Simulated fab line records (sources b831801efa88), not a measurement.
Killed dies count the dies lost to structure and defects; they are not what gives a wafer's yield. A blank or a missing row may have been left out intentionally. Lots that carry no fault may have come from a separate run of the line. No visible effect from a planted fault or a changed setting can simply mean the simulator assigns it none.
fab line records	flow sky130
record lots=10	wafers=29	lastDay=50
route steps=708 shown LI_CONTACT@363 LOCAL_INTERCONNECT@387 PAD_OPEN@708
lots with no fault: from the same line, run without faults
startH: the number of hours between the record's first day and the start of the first shown wafer of the lot	waitH: time in hours since the lot's previous step	" as in the row above	L1.1+2: a row that stands for several wafers	- no value, or no start was given	* or withheld: withheld	< > ~ a bound
route shown NAME@n: a module of which the file shows steps, and the number in the route of the first	usual: mean/standard deviation of fault-free wafers	same: alike in all rows	chamber/n: place in a boat	sites: readings site by site	_std_site: standard deviation of those values	_edge_site: the outer-site mean with the inner-site mean subtracted	radiusMm: for every site, how far away it sits from the centre of the wafer	mask NAME#n: copy n	behind: the last tool/chamber to shape the wafer	hold: reason for holding the lot/hours on hold/outcome of the hold	device: transistor that didn't switch, given as n, p or np	end of line: the tests these same wafers got at the end of their route	where a step has no rows: the recipe by itself	killed: the dies lost at the first sort to structure and to defects; this is not the yield of the wafer	map: a wafer's dies, marking killed ones x, the rest . and places with no die _
set.NAME: the setting as run; set.NAME@STEP: as run at that earlier step	model.NAME: the simulator's own value behind a step, which no gauge read
the route's steps for a sample of lots (tables are steps, rows are wafers)
services: from which hour (startH, from the record's first day; less than 0 if before it) a tool's chamber was out of use, for how many hours, and why
## steps
# step SKY_LI_CONTACT_THK_MEAS_01
# recipe reads=PSG_of_LI_CONTACT_HDPCVD_00
# usual LI_CONTACT_HDPCVD_THK=931/8
lot.wafer	tool	chamber	startH	waitH	LI_CONTACT_HDPCVD_THK[nm]
L703.1	filmMetro-03	-	661.24	0.1	935
L703.4	"	-	"	"	926
L703.5	"	-	"	"	924
L704.1	filmMetro-01	-	673.04	0.1	936
L704.3	"	-	"	"	925
L704.5	"	-	"	"	929
L705.2	filmMetro-01	-	678.56	0.1	931
L705.4	"	-	"	"	943
L705.6	"	-	"	"	929
L714.2	filmMetro-01	-	757.06	0.1	930
L714.4	"	-	"	"	920
L714.5	"	-	"	"	919
L715.1	filmMetro-04	-	765.57	0.1	934
L715.5	"	-	"	"	916
L718.1	filmMetro-04	-	795.50	0.1	934
L718.2	"	-	"	"	914
L718.3	"	-	"	"	927
L720.1	filmMetro-01	-	803.14	0.1	924
L720.4	"	-	"	"	931
L720.6	"	-	"	"	934
L719.3	filmMetro-04	-	806.87	0.1	935
L719.4	"	-	"	"	930
L719.5	"	-	"	"	930
L722.4	filmMetro-04	-	811.98	0.0	946
L722.5	"	-	"	"	933
L722.6	"	-	"	"	935
L724.1	filmMetro-03	-	826.05	0.1	933
L724.2	"	-	"	"	951
L724.4	"	-	"	"	934
# step SKY_LI_CONTACT_ETCH_15
# recipe target=PSG	chemistry=C4F8/O2/Ar	stopOn=Si	taperDeg=4.15	maskMaterial=KrF-thick	sourceW=1500	biasW=1200	pressureMtorr=40	c4f8FlowSccm=withheld	O2_flow_sccm=6	Ar_flow_sccm=300	timeS=withheld	targetDepthA=6000
# usual oesProductAu=0.836/0.005
lot.wafer	tool	chamber	startH	waitH	oesProductAu
L703.1	rieDiel-04	2	689.90	0.0	0.837
L703.4	"	0	"	"	0.834
L703.5	"	2	"	"	0.831
L704.1	rieDiel-01	3	701.20	0.0	0.830
L704.3	"	2	"	"	0.836
L704.5	"	0	"	"	0.835
L705.2	rieDiel-04	3	707.56	0.0	0.838
L705.4	"	1	"	"	0.835
L705.6	"	1	"	"	0.839
L714.2	rieDiel-03	2	784.20	0.0	0.837
L714.4	"	3	"	"	0.838
L714.5	"	1	"	"	0.840
L715.1	rieDiel-01	2	793.61	0.0	0.841
L715.5	"	1	"	"	0.839
L718.1	rieDiel-04	2	823.21	0.0	0.831
L718.2	"	3	"	"	0.843
L718.3	"	1	"	"	0.841
L720.1	rieDiel-01	0	830.77	0.0	0.831
L720.4	"	1	"	"	0.838
L720.6	"	1	"	"	0.837
L719.3	rieDiel-01	3	834.67	0.0	0.837
L719.4	"	0	"	"	0.830
L719.5	"	3	"	"	0.837
L722.4	rieDiel-01	3	839.95	0.0	0.841
L722.5	"	2	"	"	0.840
L722.6	"	3	"	"	0.844
L724.1	rieDiel-01	3	852.96	0.0	0.833
L724.2	"	2	"	"	0.834
L724.4	"	0	"	"	0.837
# step SKY_LOCAL_INTERCONNECT_SPUTTER_00
# recipe material=TiN	targetThkNm=100	tempC=300	powerW=6500	timeS=83.3	chamberPressurePa=0.4
# usual throttleValvePct=30.1/0.84
lot.wafer	tool	chamber	startH	waitH	throttleValvePct
L703.1	pvdSputter-04	-	691.02	0.1	30.7
L703.4	"	-	"	"	30.2
L703.5	"	-	"	"	30.1
L704.1	pvdSputter-04	-	702.32	0.2	29.3
L704.3	"	-	"	"	30.0
L704.5	"	-	"	"	30.8
L705.2	pvdSputter-01	-	708.69	0.2	30.6
L705.4	"	-	"	"	30.8
L705.6	"	-	"	"	29.2
L714.2	pvdSputter-04	-	785.34	0.2	30.2
L714.4	"	-	"	"	30.3
L714.5	"	-	"	"	29.4
L715.1	pvdSputter-04	-	794.74	0.1	30.3
L715.5	"	-	"	"	30.3
L718.1	pvdSputter-01	-	824.34	0.1	29.8
L718.2	"	-	"	"	29.3
L718.3	"	-	"	"	30.8
L720.1	pvdSputter-01	-	831.89	0.2	30.0
L720.4	"	-	"	"	30.5
L720.6	"	-	"	"	29.9
L719.3	pvdSputter-01	-	835.79	0.2	29.8
L719.4	"	-	"	"	30.4
L719.5	"	-	"	"	30.8
L722.4	pvdSputter-01	-	841.07	0.2	30.1
L722.5	"	-	"	"	30.8
L722.6	"	-	"	"	32.0
L724.1	pvdSputter-01	-	854.09	0.1	29.0
L724.2	"	-	"	"	29.9
L724.4	"	-	"	"	30.7
# step SKY_LOCAL_INTERCONNECT_RS_MEAS_01
# recipe thkMeasGauge=four-point-probe	reads=TiN_of_LOCAL_INTERCONNECT_SPUTTER_00
# usual LOCAL_INTERCONNECT_TIN_RS=14.09/0.15
lot.wafer	tool	chamber	startH	waitH	LOCAL_INTERCONNECT_TIN_RS[ohm/sq]
L703.1	filmMetro-04	-	691.09	0.0	14.31
L703.4	"	-	"	"	14.36
L703.5	"	-	"	"	14.49
L704.1	filmMetro-02	-	702.39	0.0	14.00
L704.3	"	-	"	"	13.98
L704.5	"	-	"	"	13.93
L705.2	filmMetro-01	-	708.77	0.1	13.76
L705.4	"	-	"	"	13.82
L705.6	"	-	"	"	13.87
L714.2	filmMetro-02	-	785.42	0.1	16.07
L714.4	"	-	"	"	14.22
L714.5	"	-	"	"	16.02
L715.1	filmMetro-02	-	794.80	0.0	13.95
L715.5	"	-	"	"	15.88
L718.1	filmMetro-01	-	824.40	0.0	13.91
L718.2	"	-	"	"	14.08
L718.3	"	-	"	"	13.91
L720.1	filmMetro-01	-	831.95	0.0	14.01
L720.4	"	-	"	"	14.14
L720.6	"	-	"	"	14.04
L719.3	filmMetro-02	-	835.89	0.1	14.12
L719.4	"	-	"	"	14.09
L719.5	"	-	"	"	14.25
L722.4	filmMetro-01	-	841.20	0.1	14.00
L722.5	"	-	"	"	13.92
L722.6	"	-	"	"	13.95
L724.1	filmMetro-02	-	854.15	0.0	14.18
L724.2	"	-	"	"	13.92
L724.4	"	-	"	"	14.01
# step SKY_LOCAL_INTERCONNECT_THK_MEAS_02
# recipe thkMeasGauge=xrf	reads=TiN_of_LOCAL_INTERCONNECT_SPUTTER_00
# usual LOCAL_INTERCONNECT_TIN_THK=100.0/1.1
lot.wafer	tool	chamber	startH	waitH	LOCAL_INTERCONNECT_TIN_THK[nm]
L703.1	filmMetro-04	-	691.21	0.1	99.2
L703.4	"	-	"	"	98.5
L703.5	"	-	"	"	98.2
L704.1	filmMetro-02	-	702.51	0.1	100.2
L704.3	"	-	"	"	100.9
L704.5	"	-	"	"	100.9
L705.2	filmMetro-01	-	708.88	0.1	101.9
L705.4	"	-	"	"	101.6
L705.6	"	-	"	"	101.4
L714.2	filmMetro-02	-	785.53	0.1	88.3
L714.4	"	-	"	"	99.6
L714.5	"	-	"	"	88.2
L715.1	filmMetro-02	-	794.92	0.1	101.0
L715.5	"	-	"	"	89.1
L718.1	filmMetro-01	-	824.52	0.1	101.0
L718.2	"	-	"	"	100.1
L718.3	"	-	"	"	101.7
L720.1	filmMetro-01	-	832.07	0.1	100.7
L720.4	"	-	"	"	100.6
L720.6	"	-	"	"	100.8
L719.3	filmMetro-02	-	835.99	0.1	99.4
L719.4	"	-	"	"	100.0
L719.5	"	-	"	"	98.6
L722.4	filmMetro-01	-	841.29	0.1	100.9
L722.5	"	-	"	"	101.3
L722.6	"	-	"	"	101.0
L724.1	filmMetro-02	-	854.27	0.1	99.7
L724.2	"	-	"	"	101.0
L724.4	"	-	"	"	100.5
# step SKY_LOCAL_INTERCONNECT_ETCH_13
# recipe chemistry=N2/H2	target=BARC	ionEnergyEv=200	biasW=100	pressureMtorr=30	n2FlowSccm=100	h2FlowSccm=200	icpW=500	stopOn=SiO2	timeS=45.9	targetDepthA=600
# usual drypumpMotorCurrentA=5.7/0.4	heBacksideLeakSccm=3.3/0.31	oesProductAu=0.855/0.0051	throttleValvePct=13.226/0.0085
lot.wafer	tool	chamber	startH	waitH	drypumpMotorCurrentA	heBacksideLeakSccm	oesProductAu	rfHoursCounterH	throttleValvePct
L703.1	rieMetal-02	1	719.92	0.0	6.0	3.2	0.856	2	13.235
L703.4	"	1	"	"	6.0	3.1	0.851	-	13.226
L703.5	"	1	"	"	6.0	3.3	0.858	-	13.225
L704.1	rieMetal-01	0	729.67	0.0	5.3	3.6	0.855	11	13.214
L704.3	"	0	"	"	5.2	3.5	0.864	-	13.222
L704.5	"	0	"	"	5.2	3.3	0.854	-	13.216
L705.2	rieMetal-02	0	737.61	0.0	5.1	3.2	0.847	0	13.225
L705.4	"	1	"	"	6.0	3.0	0.856	-	13.232
L705.6	"	0	"	"	5.1	3.4	0.841	-	13.223
L714.2	rieMetal-02	0	812.51	0.0	5.0	3.5	0.862	2	13.216
L714.4	"	0	"	"	5.1	3.4	0.852	-	13.214
L714.5	"	1	"	"	6.0	3.3	0.858	-	13.219
L715.1	rieMetal-02	0	821.71	0.0	5.0	3.3	0.859	3	13.222
L715.5	"	0	"	"	5.1	3.3	0.858	-	13.228
L718.1	rieMetal-03	0	850.87	0.0	6.1	3.2	0.856	10	13.226
L718.2	"	1	"	"	5.9	3.4	0.851	5	13.222
L718.3	"	0	"	"	6.1	3.0	0.847	-	13.234
L720.1	rieMetal-02	1	858.22	0.0	6.0	3.4	0.854	6	13.217
L720.4	"	1	"	"	6.0	3.6	0.865	-	13.229
L720.6	"	1	"	"	6.0	3.4	0.852	-	13.236
L719.3	rieMetal-02	1	861.51	0.0	6.0	3.4	0.854	-	13.225
L719.4	"	0	"	"	5.0	3.6	0.850	-	13.237
L719.5	"	1	"	"	6.0	3.5	0.853	-	13.231
L722.4	rieMetal-03	0	867.43	0.0	6.1	3.2	0.858	-	13.220
L722.5	"	1	"	"	5.9	3.5	0.857	-	13.246
L722.6	"	0	"	"	6.1	3.3	0.859	-	13.224
L724.1	rieMetal-01	1	880.64	0.0	5.9	2.8	0.860	12	13.224
L724.2	"	0	"	"	5.2	3.4	0.858	17	13.219
L724.4	"	1	"	"	5.9	3.1	0.853	-	13.225
# step SKY_LOCAL_INTERCONNECT_METAL_ETCH_14
# recipe targetDepthNm=110	stopOn=PSG	chemistry=Cl2/BCl3	target=TiN	resistSidewallDeg=88	pressureMtorr=10	icpW=900	biasW=48.5	Cl2_flow_sccm=60	bcl3FlowSccm=30	timeS=31.4
# usual drypumpMotorCurrentA=5.7/0.4	heBacksideLeakSccm=3.3/0.39	oesProductAu=0.943/0.0075	throttleValvePct=21.900/0.0096
lot.wafer	tool	chamber	startH	waitH	drypumpMotorCurrentA	heBacksideLeakSccm	oesProductAu	rfHoursCounterH	throttleValvePct
L703.1	rieMetal-02	1	720.05	0.1	6.0	3.4	0.946	2	21.902
L703.4	"	1	"	"	6.0	3.4	0.935	-	21.915
L703.5	"	1	"	"	6.0	3.4	0.927	-	21.912
L704.1	rieMetal-01	0	729.73	0.0	5.2	3.3	0.949	11	21.891
L704.3	"	0	"	"	5.2	3.4	0.945	-	21.877
L704.5	"	0	"	"	5.2	3.4	0.950	-	21.890
L705.2	rieMetal-02	0	737.67	0.0	5.0	3.5	0.953	0	21.898
L705.4	"	1	"	"	6.0	3.4	0.953	-	21.879
L705.6	"	0	"	"	5.1	3.5	0.958	-	21.897
L714.2	rieMetal-02	0	812.57	0.0	5.1	3.4	0.876	3	21.944
L714.4	"	0	"	"	5.1	3.5	0.940	-	21.918
L714.5	"	1	"	"	6.0	3.3	0.879	-	21.935
L715.1	rieMetal-02	0	821.77	0.0	5.0	3.6	0.942	3	21.899
L715.5	"	0	"	"	5.0	3.4	0.886	-	21.942
L718.1	rieMetal-03	0	850.96	0.1	6.1	3.2	0.948	10	21.910
L718.2	"	1	"	"	5.9	3.4	0.947	5	21.918
L718.3	"	0	"	"	6.1	3.0	0.956	-	21.895
L720.1	rieMetal-02	1	858.28	0.0	6.0	3.1	0.941	6	21.905
L720.4	"	1	"	"	6.0	3.0	0.945	-	21.902
L720.6	"	1	"	"	6.0	3.1	0.947	-	21.888
L719.3	rieMetal-02	1	861.57	0.0	6.0	3.5	0.942	-	21.900
L719.4	"	0	"	"	5.0	3.4	0.939	-	21.898
L719.5	"	1	"	"	6.0	3.4	0.939	-	21.899
L722.4	rieMetal-03	0	867.49	0.0	6.1	4.6	0.950	-	21.903
L722.5	"	1	"	"	5.9	3.2	0.945	-	21.898
L722.6	"	0	"	"	6.1	3.3	0.948	-	21.910
L724.1	rieMetal-01	1	880.70	0.0	5.9	3.0	0.936	12	21.895
L724.2	"	0	"	"	5.2	3.6	0.949	17	21.883
L724.4	"	1	"	"	5.9	3.1	0.958	-	21.898
# step SKY_PAD_OPEN_PROBE_99
# usual killed_at_M0_to_M3=44/7	killed_at_M4_up=3.0/1.7	killedAtContacts=24/5.2	killedAtFrontEnd=15/4.8	killedAtOther=0.2/0.56	killedDies=86/9.7	killedOpen=47/7.1	killedShort=39/6.3
# same grossDies=492	killedAtBackSide=0
lot.wafer	tool	chamber	startH	waitH	killed_at_M0_to_M3	killed_at_M4_up	killedAtContacts	killedAtFrontEnd	killedAtOther	killedDies	killedOpen	killedShort
L703.1	prober-01	-	1088.22	0.1	46	3	27	9	0	85	44	41
L703.4	prober-01	-	1088.37	0.2	36	3	26	16	0	81	46	34
L703.5	prober-01	-	1088.42	0.2	31	5	27	12	0	75	44	31
L704.1	prober-01	-	1097.44	0.1	44	0	28	14	0	86	41	45
L704.3	prober-01	-	1097.54	0.2	51	3	23	15	0	92	57	35
L704.5	prober-01	-	1097.64	0.2	42	4	23	18	0	87	48	39
L705.2	prober-02	-	1102.80	0.1	35	4	25	18	0	82	47	35
L705.4	prober-02	-	1102.90	0.2	37	6	14	9	0	66	31	35
L705.6	prober-02	-	1103.00	0.2	38	5	19	11	0	73	33	39
L714.2	prober-01	-	1159.59	0.1	51	4	21	14	1	91	51	39
L714.4	prober-01	-	1159.69	0.2	41	3	24	26	2	96	59	36
L714.5	prober-01	-	1159.74	0.2	52	3	25	14	1	95	52	43
L715.1	prober-02	-	1163.82	0.1	35	2	27	19	1	84	37	47
L715.5	prober-02	-	1164.02	0.2	42	3	28	21	0	94	49	45
L718.1	prober-02	-	1182.66	0.1	48	2	24	14	1	89	41	48
L718.2	prober-02	-	1182.71	0.1	47	3	21	14	0	85	49	36
L718.3	prober-02	-	1182.76	0.2	47	5	25	12	0	89	47	42
L720.1	prober-01	-	1187.75	0.1	37	3	20	10	0	70	41	29
L720.4	prober-01	-	1187.90	0.2	32	1	24	11	0	68	40	28
L720.6	prober-01	-	1188.00	0.2	33	0	20	22	0	75	42	32
L719.3	prober-02	-	1189.13	0.2	32	1	25	11	1	70	34	36
L719.4	prober-02	-	1189.18	0.2	37	3	27	17	2	86	53	33
L719.5	prober-02	-	1189.23	0.2	41	4	22	15	0	82	39	43
L722.4	prober-02	-	1194.10	0.2	38	3	17	16	0	74	41	33
L722.5	prober-02	-	1194.15	0.2	37	3	29	18	0	87	48	39
L722.6	prober-02	-	1194.20	0.2	47	3	24	20	0	94	63	31
L724.1	prober-02	-	1200.04	0.1	40	3	32	15	0	90	54	36
L724.2	prober-02	-	1200.09	0.1	36	5	29	19	0	89	45	42
L724.4	prober-02	-	1200.19	0.2	64	3	22	17	0	106	50	55
# killed by level:class
L703.1 LI_CONTACT:geometricParticle:open=8 VIA1:geometricParticle:open=8 VIA2:geometricParticle:open=7 CONTACT:geometricParticle:open=6 VIA1:geometricParticle:short=6 LOCAL_INTERCONNECT:geometricParticle:short=5 METAL1:geometricParticle:short=5 VIA3:geometricParticle:open=5
L703.4 CONTACT:geometricParticle:open=11 VIA1:geometricParticle:open=11 POLY_GATE:geometricParticle:short=7 VIA3:geometricParticle:open=7 LI_CONTACT:geometricParticle:open=6 POLY_GATE:geometricParticle:open=5 METAL3:geometricParticle:short=5 VIA2:geometricParticle:open=3
L703.5 CONTACT:geometricParticle:open=11 VIA1:geometricParticle:open=8 LI_CONTACT:geometricParticle:open=7 VIA2:geometricParticle:open=6 FIELD_ISO:geometricParticle:short=4 LOCAL_INTERCONNECT:geometricParticle:short=4 VIA3:geometricParticle:open=4 FIELD_ISO:geometricParticle:open=3
L704.1 VIA1:geometricParticle:short=12 VIA1:geometricParticle:open=10 CONTACT:geometricParticle:open=8 LI_CONTACT:geometricParticle:open=6 VIA2:geometricParticle:open=6 LOCAL_INTERCONNECT:geometricParticle:short=5 CONTACT:geometricParticle:short=5 FIELD_ISO:geometricParticle:short=4
L704.3 VIA1:geometricParticle:open=14 CONTACT:geometricParticle:open=8 VIA3:geometricParticle:open=8 METAL3:geometricParticle:short=6 VIA2:geometricParticle:open=6 FIELD_ISO:geometricParticle:open=5 LI_CONTACT:geometricParticle:open=5 LI_CONTACT:geometricParticle:short=5
L704.5 CONTACT:geometricParticle:open=13 VIA1:geometricParticle:open=13 METAL2:geometricParticle:short=9 LI_CONTACT:geometricParticle:open=6 FIELD_ISO:geometricParticle:open=5 METAL1:geometricParticle:short=5 VIA1:geometricParticle:short=5 FIELD_ISO:geometricParticle:short=4
L705.2 CONTACT:geometricParticle:open=12 VIA3:geometricParticle:open=6 LI_CONTACT:geometricParticle:open=6 METAL1:geometricParticle:short=6 VIA1:geometricParticle:open=5 METAL2:geometricParticle:short=5 FIELD_ISO:geometricParticle:open=4 VIA1:geometricParticle:short=4
L705.4 VIA2:geometricParticle:open=7 CONTACT:geometricParticle:open=6 METAL2:geometricParticle:short=6 METAL4:geometricParticle:short=6 FIELD_ISO:geometricParticle:short=4 LI_CONTACT:geometricParticle:open=4 VIA1:geometricParticle:short=4 VIA1:geometricParticle:open=4
L705.6 VIA2:geometricParticle:open=9 METAL2:geometricParticle:short=8 CONTACT:geometricParticle:open=6 VIA1:geometricParticle:open=5 FIELD_ISO:geometricParticle:short=4 VIA3:geometricParticle:open=4 CONTACT:geometricParticle:short=4 LI_CONTACT:geometricParticle:short=3
L714.2 VIA1:geometricParticle:open=10 VIA2:geometricParticle:open=9 CONTACT:geometricParticle:open=8 VIA3:geometricParticle:open=6 METAL1:geometricParticle:short=5 VIA1:geometricParticle:short=4 FIELD_ISO:geometricParticle:short=4 LI_CONTACT:geometricParticle:open=4
L714.4 VIA1:geometricParticle:open=11 LI_CONTACT:geometricParticle:open=10 VIA3:geometricParticle:open=9 FIELD_ISO:geometricParticle:open=8 CONTACT:geometricParticle:open=8 FIELD_ISO:geometricParticle:short=6 POLY_GATE:geometricParticle:short=6 METAL1:geometricParticle:short=5
L714.5 VIA1:geometricParticle:open=15 CONTACT:geometricParticle:open=12 VIA3:geometricParticle:open=7 METAL2:geometricParticle:short=7 METAL1:geometricParticle:short=5 FIELD_ISO:geometricParticle:short=5 FIELD_ISO:geometricParticle:open=5 VIA2:geometricParticle:short=5
L715.1 CONTACT:geometricParticle:open=8 VIA1:geometricParticle:open=8 LOCAL_INTERCONNECT:geometricParticle:short=7 METAL1:geometricParticle:short=7 VIA2:geometricParticle:open=6 CONTACT:geometricParticle:short=5 POLY_GATE:geometricParticle:short=5 LI_CONTACT:geometricParticle:open=5
L715.5 LI_CONTACT:geometricParticle:open=10 VIA3:geometricParticle:open=9 VIA1:geometricParticle:open=9 LOCAL_INTERCONNECT:geometricParticle:short=6 METAL1:geometricParticle:short=6 POLY_GATE:geometricParticle:short=5 CONTACT:geometricParticle:open=5 FIELD_ISO:geometricParticle:short=4
L718.1 VIA1:geometricParticle:open=12 VIA2:geometricParticle:short=9 CONTACT:geometricParticle:open=8 VIA1:geometricParticle:short=8 LOCAL_INTERCONNECT:geometricParticle:short=5 FIELD_ISO:geometricParticle:open=4 POLY_GATE:geometricParticle:open=4 LI_CONTACT:geometricParticle:open=4
L718.2 VIA1:geometricParticle:open=14 CONTACT:geometricParticle:open=11 VIA3:geometricParticle:open=10 METAL2:geometricParticle:short=6 FIELD_ISO:geometricParticle:open=5 LOCAL_INTERCONNECT:geometricParticle:short=5 VIA1:geometricParticle:short=5 FIELD_ISO:geometricParticle:short=4
L718.3 VIA1:geometricParticle:open=11 CONTACT:geometricParticle:open=9 LI_CONTACT:geometricParticle:open=6 VIA2:geometricParticle:open=6 VIA1:geometricParticle:short=5 VIA3:geometricParticle:open=5 FIELD_ISO:geometricParticle:open=4 LOCAL_INTERCONNECT:geometricParticle:short=4
L720.1 VIA1:geometricParticle:open=9 CONTACT:geometricParticle:open=8 METAL1:geometricParticle:short=6 VIA2:geometricParticle:open=5 VIA3:geometricParticle:open=5 LI_CONTACT:geometricParticle:open=4 VIA1:geometricParticle:short=4 FIELD_ISO:geometricParticle:open=3
L720.4 CONTACT:geometricParticle:open=11 VIA1:geometricParticle:open=11 FIELD_ISO:geometricParticle:short=8 LI_CONTACT:geometricParticle:open=6 METAL2:geometricParticle:short=6 VIA2:geometricParticle:open=4 LOCAL_INTERCONNECT:geometricParticle:short=3 VIA2:geometricParticle:short=3
L720.6 CONTACT:geometricParticle:open=11 VIA1:geometricParticle:open=8 FIELD_ISO:geometricParticle:open=7 POLY_GATE:geometricParticle:short=5 VIA2:geometricParticle:open=5 FIELD_ISO:geometricParticle:short=4 METAL2:geometricParticle:short=4 LI_CONTACT:geometricParticle:open=3
L719.3 VIA1:geometricParticle:open=8 LI_CONTACT:geometricParticle:open=7 LOCAL_INTERCONNECT:geometricParticle:short=7 METAL1:geometricParticle:short=5 CONTACT:geometricParticle:short=4 POLY_GATE:geometricParticle:open=3 LI_CONTACT:geometricParticle:short=3 CONTACT:geometricParticle:open=3
L719.4 VIA1:geometricParticle:open=13 CONTACT:geometricParticle:open=11 VIA2:geometricParticle:open=9 FIELD_ISO:geometricParticle:short=6 LI_CONTACT:geometricParticle:open=6 POLY_GATE:geometricParticle:short=5 VIA3:geometricParticle:open=5 CONTACT:geometricParticle:short=4
L719.5 CONTACT:geometricParticle:open=10 VIA3:geometricParticle:open=9 FIELD_ISO:geometricParticle:short=6 METAL1:geometricParticle:short=6 VIA1:geometricParticle:open=6 METAL2:geometricParticle:short=6 VIA1:geometricParticle:short=5 VIA2:geometricParticle:open=5
L722.4 VIA1:geometricParticle:open=9 LI_CONTACT:geometricParticle:open=7 VIA2:geometricParticle:open=7 POLY_GATE:geometricParticle:short=5 FIELD_ISO:geometricParticle:open=4 VIA3:geometricParticle:open=4 LOCAL_INTERCONNECT:geometricParticle:short=3 FIELD_ISO:geometricParticle:short=3
L722.5 VIA1:geometricParticle:open=11 CONTACT:geometricParticle:open=10 FIELD_ISO:geometricParticle:open=8 LOCAL_INTERCONNECT:geometricParticle:short=6 VIA2:geometricParticle:open=6 LI_CONTACT:geometricParticle:open=5 POLY_GATE:geometricParticle:short=4 LI_CONTACT:geometricParticle:short=4
L722.6 VIA1:geometricParticle:open=13 VIA2:geometricParticle:open=11 LI_CONTACT:geometricParticle:open=9 CONTACT:geometricParticle:open=9 FIELD_ISO:geometricParticle:open=7 FIELD_ISO:geometricParticle:short=6 VIA2:geometricParticle:short=5 VIA3:geometricParticle:open=5
L724.1 CONTACT:geometricParticle:open=11 LI_CONTACT:geometricParticle:open=9 VIA2:geometricParticle:open=8 VIA1:geometricParticle:open=7 METAL2:geometricParticle:short=7 POLY_GATE:geometricParticle:open=5 LOCAL_INTERCONNECT:geometricParticle:short=5 CONTACT:geometricParticle:short=5
L724.2 CONTACT:geometricParticle:open=10 VIA2:geometricParticle:open=7 FIELD_ISO:geometricParticle:short=6 VIA3:geometricParticle:open=6 CONTACT:geometricParticle:short=5 VIA1:geometricParticle:open=5 FIELD_ISO:geometricParticle:open=4 LI_CONTACT:geometricParticle:short=4
L724.4 VIA1:geometricParticle:short=11 VIA2:geometricParticle:open=10 VIA1:geometricParticle:open=9 METAL2:geometricParticle:short=9 VIA3:geometricParticle:open=8 LI_CONTACT:geometricParticle:open=7 FIELD_ISO:geometricParticle:short=6 CONTACT:geometricParticle:open=6
## services
tool	chamber	startH	hours	kind
rieDiel-03	1	685.64	10.2	repair
rieMetal-02	-	687.90	0.2	repair
rieMetal-01	-	690.97	4.9	repair
rieMetal-03	-	705.46	14.6	pm
rieMetal-02	0	708.03	-	clean
rieMetal-02	0	708.03	25.1	scheduledDown
rieMetal-02	0	708.03	25.1	ventCycle
rieDiel-01	-	725.17	2.8	pm
rieDiel-03	2	726.04	7.6	repair
pvdSputter-04	-	729.79	3.8	repair
pvdSputter-04	-	752.41	1.8	repair
pvdSputter-01	-	754.63	6.9	repair
rieDiel-04	-	756.97	0.8	repair
rieDiel-01	1	757.12	-	clean
rieDiel-01	1	757.12	17.8	scheduledDown
rieDiel-01	1	757.12	17.8	ventCycle
rieDiel-04	0	763.82	20.8	repair
rieMetal-03	-	816.32	1.4	pm
rieDiel-04	1	845.43	15.9	repair
rieDiel-03	0	869.24	8.0	repair
rieDiel-04	0	879.29	1.7	repair
## key
firstSign step=SKY_LOCAL_INTERCONNECT_RS_MEAS_01	reading=LOCAL_INTERCONNECT_TIN_RS	direction=up	sigmas=13	usual=14.09	struck=15.99
effect step=SKY_LOCAL_INTERCONNECT_THK_MEAS_02	reading=LOCAL_INTERCONNECT_TIN_THK	direction=down	sigmas=11	usual=100.0	struck=88.5
effect step=SKY_LOCAL_INTERCONNECT_METAL_ETCH_14	reading=oesProductAu	direction=down	sigmas=8.4	usual=0.943	struck=0.881
metAt SKY_LOCAL_INTERCONNECT_SPUTTER_00
struckLots L714,L715
struckWafers L714.2,L714.5,L715.5
testerLeftOut L714,L715
notActingAt SKY_LI_CONTACT_THK_MEAS_01,SKY_LI_CONTACT_ETCH_15,SKY_LOCAL_INTERCONNECT_ETCH_13
onsetBetween 702.32 785.34
fault kind=processParameterDrift	tool=pvdSputter-04	chamber=-	onsetH=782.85	steps=SKY_LOCAL_INTERCONNECT_SPUTTER_00	channel=targetThkNm	offset=-10.927	shape=step	endH=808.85	scope=struckWafersOnly	actsIn=theseRecipesOnly	stated=100
# testerLeftOut: of these lots the tester's yield and bins aren't shown, on N5 and GAA mostly nor the transistor test; their killed dies are dies lost to structure and defects alone, not to doping, threshold or leakage, so they don't give the yield
